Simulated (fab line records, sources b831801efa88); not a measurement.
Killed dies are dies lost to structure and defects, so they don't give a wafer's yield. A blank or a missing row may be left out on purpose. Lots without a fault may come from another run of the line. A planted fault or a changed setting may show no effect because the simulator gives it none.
A struck lot beside a sound one | flow sfq_line | 26 steps out of a route of 325
Sound: wafers L955.3, L955.5, L955.6. Struck: wafer L967.3. (L967.1, L967.5 of the same lot were not struck and are left out.) The cause comes at the end.
At each step with rows: each side's tool, then ch and its chambers, then its first start. Under that, the readings that differ: sound wafers | struck wafers | difference of the means | sigmas: that difference in standard deviations of wafers without a fault.
alike: readings whose means differ by less than 2 such deviations, and words and numbers that are the same on both sides. not compared: withheld readings, readings that some wafer has no value for, bounds like >300 that may hide the same value, and numbers for which the record gives no deviation and whose values overlap.
The two part at a step that has a row with sigmas, a row that says differs or no value, or rows on one side only. Numbers that don't overlap but have no deviation are shown without sigmas and don't part them. A reading that every wafer of one side lacks parts them only if that side has two wafers or more.

SFQ_L0_RS_MEAS_901: measures by four-point-probe.
  sound on film_metro-02, day 2 03:36; struck on film_metro-02, day 4 15:34
  alike: L0_MONX_KI_RS
SFQ_L0_THK_MEAS_902: measures by xrf.
  sound on film_metro-02, day 2 03:42; struck on film_metro-02, day 4 15:41
  alike: L0_MONX_KI_THK
then, 7 steps without rows for these wafers: SFQ_TRILAYER_L0_LITHO_COAT_010 (resist thk 62 nm); SFQ_TRILAYER_L0_LITHO_COAT_005 (resist thk 600 nm); SFQ_TRILAYER_L0_LITHO_SOFTBAKE_009; SFQ_TRILAYER_L0_LITHO_EXPOSE_006 (exposes mask L0, target cd 2000 nm); SFQ_TRILAYER_L0_LITHO_PEB_008 (peb time 60 s); SFQ_TRILAYER_L0_LITHO_DEVELOP_007 (time 60 s); SFQ_TRILAYER_L0_BARC_OPEN_METAL_ETCH_010 (etches BARC in O2, target depth 125 nm, time 41.7 s).
-- the record jumps here: 4 days lie between the struck wafers' starts before and after --
SFQ_TRILAYER_L0_ETCH_METAL_ETCH_008: etches MoNx KI in SF6/O2, stops on SiO2, target depth 50 nm, time 25 s.
  sound on rie_metal-04 ch 1, day 5 10:36; struck on rie_metal-04 ch 1, day 8 04:11
  alike: drypump_motor_current_A, oes_product_au
  not compared: rf_hours_counter_h
SFQ_TRILAYER_L0_STRIP_STRIP_009: strips in O2.
  sound on rie_metal-04 ch 1, day 5 11:04; struck on rie_metal-04 ch 1, day 8 04:14
  alike: drypump_motor_current_A, oes_product_au
  not compared: rf_hours_counter_h
then, 1 step without rows for these wafers: SFQ_TRILAYER_L0_STRIP_SOLV_CLEAN_010 (cleans in NMP, time 600 s).
SFQ_TRILAYER_L0_CAP_PECVD_011: deposits SiO2 from SiH4/N2O, time 13.333 s, target thk 60 nm.
  sound on pecvd-03 ch 0,1, day 5 12:02; struck on pecvd-03 ch 0, day 8 05:01
  reading                                             | sound             | struck | difference | sigmas
  model.SiO2_of_TRILAYER_L0_CAP_PECVD_011.thk_nm (nm) | 58.77 59.89 59.37 | 57.83  | -1.51      |
  alike: chamber_pressure_Torr, heater_power_w, throttle_valve_pct
then, 6 steps without rows for these wafers: SFQ_TRILAYER_L0_VIA_LITHO_COAT_018 (resist thk 62 nm); SFQ_TRILAYER_L0_VIA_LITHO_COAT_013 (resist thk 650 nm); SFQ_TRILAYER_L0_VIA_LITHO_SOFTBAKE_017; SFQ_TRILAYER_L0_VIA_LITHO_EXPOSE_014 (exposes mask L0V, target cd 700 nm); SFQ_TRILAYER_L0_VIA_LITHO_PEB_016 (peb time 60 s); SFQ_TRILAYER_L0_VIA_LITHO_DEVELOP_015 (time 60 s).
-- the record jumps here: 4 days lie between the struck wafers' starts before and after --
SFQ_L0V_OVL_MEAS_903:
  sound on overlay-01, day 9 08:35; struck on overlay-02, day 11 21:52
  alike: L0V_OVL
SFQ_TRILAYER_L0_VIA_BARC_OPEN_VIA_ETCH_021: etches BARC in O2, target depth 125 nm, time 41.7 s.
  sound on rie_diel-04 ch 1,2, day 9 08:37; struck on rie_diel-03 ch 3, day 11 21:55
  reading               | sound             | struck | difference | sigmas
  oes_product_au (a.u.) | 0.689 0.683 0.677 | 0.695  | +0.012     | +2
  alike: drypump_motor_current_A
  not compared: rf_hours_counter_h
SFQ_TRILAYER_L0_VIA_ETCH_VIA_ETCH_016: etches SiO2 in CHF3, stops on MoNx KI, target depth 80 nm.
  sound on rie_diel-04 ch 1,2, day 9 08:39; struck on rie_diel-03 ch 3, day 11 21:57
  reading                         | sound             | struck | difference | sigmas
  model.L0V.feature_depth_nm (nm) | 58.77 59.89 59.37 | 57.83  | -1.51      |
  model.etch.depth_nm (nm)        | 58.77 59.89 59.37 | 57.83  | -1.51      |
  alike: drypump_motor_current_A, oes_product_au
SFQ_TRILAYER_L0_VIA_STRIP_STRIP_017: strips in O2.
  sound on rie_metal-01 ch 0,1, day 9 08:53; struck on rie_metal-03 ch 0, day 11 21:59
  alike: drypump_motor_current_A, oes_product_au
  not compared: rf_hours_counter_h
then, 1 step without rows for these wafers: SFQ_TRILAYER_L0_VIA_STRIP_SOLV_CLEAN_018 (cleans in NMP, time 600 s).
SFQ_TRILAYER_M0_DEP_PRE_CLEAN_020: time 15 s.
  sound on pvd_sputter-03, day 9 09:28; struck on pvd_sputter-05, day 11 22:46
  reading                                             | sound             | struck | difference | sigmas
  model.SiO2_of_TRILAYER_L0_CAP_PECVD_011.thk_nm (nm) | 53.77 54.89 54.37 | 52.83  | -1.51      |
SFQ_TRILAYER_M0_DEP_SPUTTER_019: material Nb, target thk 200 nm, time 133.3 s.
  sound on pvd_sputter-03, day 9 09:29; struck on pvd_sputter-05, day 11 22:47
  alike: throttle_valve_pct

WHERE THEY PART
Only at SFQ_TRILAYER_L0_VIA_BARC_OPEN_VIA_ETCH_021, within this record. Later steps at which nothing parts them and some readings are alike: SFQ_TRILAYER_L0_VIA_ETCH_VIA_ETCH_016, SFQ_TRILAYER_L0_VIA_STRIP_STRIP_017, SFQ_TRILAYER_M0_DEP_SPUTTER_019.

WHY: what the simulator had put in
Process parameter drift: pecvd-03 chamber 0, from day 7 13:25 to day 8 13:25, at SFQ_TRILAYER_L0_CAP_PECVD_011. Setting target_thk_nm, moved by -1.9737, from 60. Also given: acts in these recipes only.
